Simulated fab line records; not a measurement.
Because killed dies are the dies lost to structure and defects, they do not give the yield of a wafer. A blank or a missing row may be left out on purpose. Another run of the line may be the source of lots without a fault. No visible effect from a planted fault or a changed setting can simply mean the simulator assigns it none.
What tool caused it?    flow sky130    Sampling: 12 lots, 36 wafers, 6 of 708 route steps

== WHAT THE GAUGES READ, wafer by wafer ==
SKY_FIELD_ISO_BOW_MEAS_00.
lot   measured     on             INCOMING_BOW (um)
L929  day 1 20:01  film_metro-03  -3 8 3
L930  day 2 01:02  film_metro-02  -3 -9 3
L934  day 2 21:00  film_metro-03  10 1 0
L939  day 3 22:00  film_metro-02  -8 4 -11
L940  day 4 03:01  film_metro-01  -2 8 13
L942  day 4 13:01  film_metro-03  -4 11 4
L944  day 4 23:02  film_metro-02  -3 -7 -3
L945  day 5 04:00  film_metro-03  11 1 10
L947  day 5 14:00  film_metro-02  1 -3 -8
L948  day 5 19:00  film_metro-01  -11 3 3
L949  day 6 00:01  film_metro-03  9 -2 -3
L950  day 6 05:04  film_metro-03  -4 12 -11

SKY_VT_ADJUST_LVTN_OVL_MEAS_07.
lot   measured      on          VT_ADJUST_LVTN_OVL (nm)
L929  day 7 21:00   overlay-02  - - -
L930  day 8 00:31   overlay-02  0.0 -0.3 0.8
L934  day 9 04:41   overlay-02  -0.1 -0.7 1.7
L939  day 10 15:30  overlay-01  -0.2 -1.1 0.2
L940  day 10 17:56  overlay-02  1.2 -0.8 -1.0
L942  day 11 03:28  overlay-02  -3.8 -3.0 -0.9
L944  day 11 16:34  overlay-02  -0.8 -0.9 -1.4
L945  day 11 22:12  overlay-01  1.0 -0.4 0.2
L947  day 12 11:39  overlay-02  -0.8 -0.4 -0.5
L948  day 13 04:21  overlay-01  -1.4 -1.3 -1.4
L949  day 13 06:23  overlay-01  -1.8 -2.0 -0.8
L950  day 13 11:00  overlay-02  0.4 -0.1 -0.8

SKY_VT_ADJUST_LVTN_TW_MEAS_10.
lot   measured      on             VT_ADJUST_LVTN_TW
L929  day 7 21:17   film_metro-04  29.9 30.2 30.1
L930  day 8 00:49   film_metro-03  238.7 239.6 240.1
L934  day 9 04:58   film_metro-03  237.2 236.9 236.7
L939  day 10 15:47  film_metro-01  243.1 242.9 241.9
L940  day 10 18:14  film_metro-03  237.5 236.4 235.5
L942  day 11 03:45  film_metro-04  242.2 242.1 243.3
L944  day 11 16:52  film_metro-01  241.5 240.9 241.7
L945  day 11 22:29  film_metro-01  242.5 243.2 242.4
L947  day 12 11:56  film_metro-03  237.6 239.2 237.9
L948  day 13 04:38  film_metro-01  240.8 241.5 240.6
L949  day 13 06:41  film_metro-04  243.2 242.2 242.2
L950  day 13 11:27  film_metro-04  243.3 242.9 241.6

SKY_VT_ADJUST_LVTN_TW_MEAS_21.
lot   measured      on             VT_ADJUST_LVTN_2_TW
L929  day 8 19:23   film_metro-01  188.8 188.2 188.2
L930  day 8 22:07   film_metro-04  186.9 188.6 187.6
L934  day 10 03:46  film_metro-04  189.6 189.5 188.9
L939  day 11 15:31  film_metro-03  185.5 185.5 186.1
L940  day 11 17:27  film_metro-04  189.4 188.5 187.6
L942  day 12 04:08  film_metro-03  184.4 185.5 185.1
L944  day 12 18:18  film_metro-04  188.5 188.6 188.5
L945  day 12 23:17  film_metro-03  184.6 184.9 185.6
L947  day 13 13:41  film_metro-03  185.2 185.9 185.8
L948  day 14 06:43  film_metro-01  188.8 189.8 189.7
L949  day 14 09:02  film_metro-03  186.0 186.1 185.3
L950  day 14 13:28  film_metro-04  189.1 189.2 188.6

SKY_SONOS_ONO_THK_MEAS_03.
lot   measured      on             SONOS_ONO_CVD_02_THK (nm)
L929  day 13 00:12  film_metro-03  10.36 10.48 10.46
L930  day 13 00:13  film_metro-01  10.52 10.40 10.38
L934  day 14 12:16  film_metro-02  10.54 10.55 10.52
L939  day 16 04:32  film_metro-02  10.56 10.51 10.53
L940  day 16 08:29  film_metro-01  10.37 10.39 10.45
L942  day 16 22:22  film_metro-03  10.35 10.41 10.43
L944  day 17 13:38  film_metro-03  10.39 10.46 10.45
L945  day 17 18:34  film_metro-01  10.49 10.54 10.43
L947  day 18 13:12  film_metro-02  10.35 10.38 10.41
L948  day 19 07:43  film_metro-01  10.54 10.52 10.65
L949  day 19 10:34  film_metro-02  10.56 10.49 10.58
L950  day 19 15:47  film_metro-02  10.43 10.41 10.30

== EACH LOT AND THE TOOL THAT RAN IT (in order: tool; ch and the chambers of the sampled wafers; start) ==
lot   SKY_VT_ADJUST_LVTN_EXPOSE_04
L929  iline_stepper-01 ch 0, day 7 11:04
L930  iline_stepper-01 ch 0, day 7 14:38
L934  iline_stepper-01 ch 0, day 8 18:10
L939  iline_stepper-01 ch 0, day 10 04:08
L940  iline_stepper-02 ch 0, day 10 06:26
L942  iline_stepper-01 ch 0, day 10 15:53
L944  iline_stepper-01 ch 0, day 11 04:58
L945  iline_stepper-01 ch 0, day 11 10:06
L947  iline_stepper-02 ch 0, day 12 00:10
L948  iline_stepper-01 ch 0, day 12 15:25
L949  iline_stepper-01 ch 0, day 12 18:10
L950  iline_stepper-02 ch 0, day 12 22:49
- SKY_VT_ADJUST_LVTN_EXPOSE_04: exposes mask NWM COMPLEMENT LESS NATIVE, target cd 840 nm.

== WHAT THE TOOLS THEMSELVES READ (means of the sampled wafers that have a number; where no wafer has one, the mark that the record gives instead) ==
SKY_VT_ADJUST_LVTN_EXPOSE_04.
lot   tool              reticle_temp_C (C)
L929  iline_stepper-01  22.97
L930  iline_stepper-01  22.96
L934  iline_stepper-01  23.05
L939  iline_stepper-01  23.01
L940  iline_stepper-02  23.03
L942  iline_stepper-01  22.94
L944  iline_stepper-01  23.12
L945  iline_stepper-01  22.95
L947  iline_stepper-02  23.15
L948  iline_stepper-01  22.96
L949  iline_stepper-01  22.94
L950  iline_stepper-02  22.98

== THE ANSWER, worked out from the rows above alone ==
Rule: usual is defined by the lots themselves. Put in order of their means at a reading, lots are off if they are a third of the lots or fewer, leave a main group of 4 or more, and stand apart from it by a gap of 3 or more times the standard deviation of the main group's means; of several such gaps the widest counts. If all means in a main group match to the digits the tables above print for the reading, that group is not used. A lot without any number at a reading at which 4 lots or more have one is off too. All remaining lots with rows at the step are treated as sound. Order of review: gauges by route order, followed by the tools' own readings, for which a lot's mean as printed above is used. At the first step where some lot is off, the reading lying furthest off is the one used; lots without a number count as furthest.
Off: L929, seen at SKY_VT_ADJUST_LVTN_OVL_MEAS_07 (VT_ADJUST_LVTN_OVL). Without a number there: L929. For the main group the mean is -0.6 nm and the standard deviation 0.86.
If a tool, at a process step before that reading, ran all the lots that are off and no sound lot after the first of them, it fits. The gauges at SKY_VT_ADJUST_LVTN_OVL_MEAS_07 aren't tried: what is off there is off at SKY_VT_ADJUST_LVTN_TW_MEAS_10 too, on other tools, and a gauge's error can't cause that. None of those tried fits.

== WHAT HAD BEEN PUT IN BY THE SIMULATOR ==
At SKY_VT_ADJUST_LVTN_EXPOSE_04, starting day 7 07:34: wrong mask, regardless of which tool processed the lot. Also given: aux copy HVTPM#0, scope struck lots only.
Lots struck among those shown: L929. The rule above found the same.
